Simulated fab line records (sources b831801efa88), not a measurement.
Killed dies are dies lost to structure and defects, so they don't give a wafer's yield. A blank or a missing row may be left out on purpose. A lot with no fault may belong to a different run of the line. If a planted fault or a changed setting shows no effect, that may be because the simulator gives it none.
Matching of chambers | flow sky130 | cmp-02 running SKY_CONTACT_CMP_27: 4 sister chambers
The step polishes, stops on SiO2, t overpolish 15 s, target thk 0 nm. 8 wafers are shown with their chamber, then 8 later ones without.

## WAFERS WITH THEIR CHAMBER
wafer  | chamber | motor-current-A (A)
L596.3 | 3       | 11.1
L596.6 | 0       | 12.1
L599.4 | 1       | 11.0
L599.5 | 0       | 11.3
L603.4 | 3       | 10.6
L603.5 | 2       | 10.0
L603.6 | 1       | 11.1
L604.1 | 2       | 10.2

## WAFERS WITHOUT THEIR CHAMBER
wafer  | motor-current-A (A)
L604.3 | 11.3
L604.4 | 11.6
L606.1 | 11.4
L606.2 | 10.3
L606.3 | 11.2
L610.2 | 11.5
L610.4 | 10.5
L610.6 | 10.9

## WHICH CHAMBER EACH WENT THROUGH
wafer  | from the rows above          | in truth
L604.3 | can't be placed: 1 or 0 or 3 | 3
L604.4 | can't be placed: 0 or 1 or 3 | 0
L606.1 | can't be placed: 0 or 1 or 3 | 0
L606.2 | can't be placed: 2 or 3 or 1 | 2
L606.3 | can't be placed: 1 or 3 or 0 | 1
L610.2 | can't be placed: 0 or 1 or 3 | 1
L610.4 | can't be placed: 3 or 2 or 1 | 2
L610.6 | can't be placed: 3 or 1      | 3
Placed correctly: 0 of 8. Not placeable from these rows: 8 (in 8, the candidates include the true chamber). Wrongly placed: 0.
How it was worked out, from the rows above alone: a wafer's distance from a chamber is the root of the sum, over the readings, of the square of ((its reading less the chamber's mean) divided by the reading's scatter). If the next closest chamber is less than 2 further off than the closest, the wafer can't be placed; otherwise it belongs to the closest. Each chamber's mean is taken over the wafers shown for it. The scatter: the root of (the sum of the squares of (reading less its chamber's mean) over the shown wafers, divided by (wafers less chambers)).
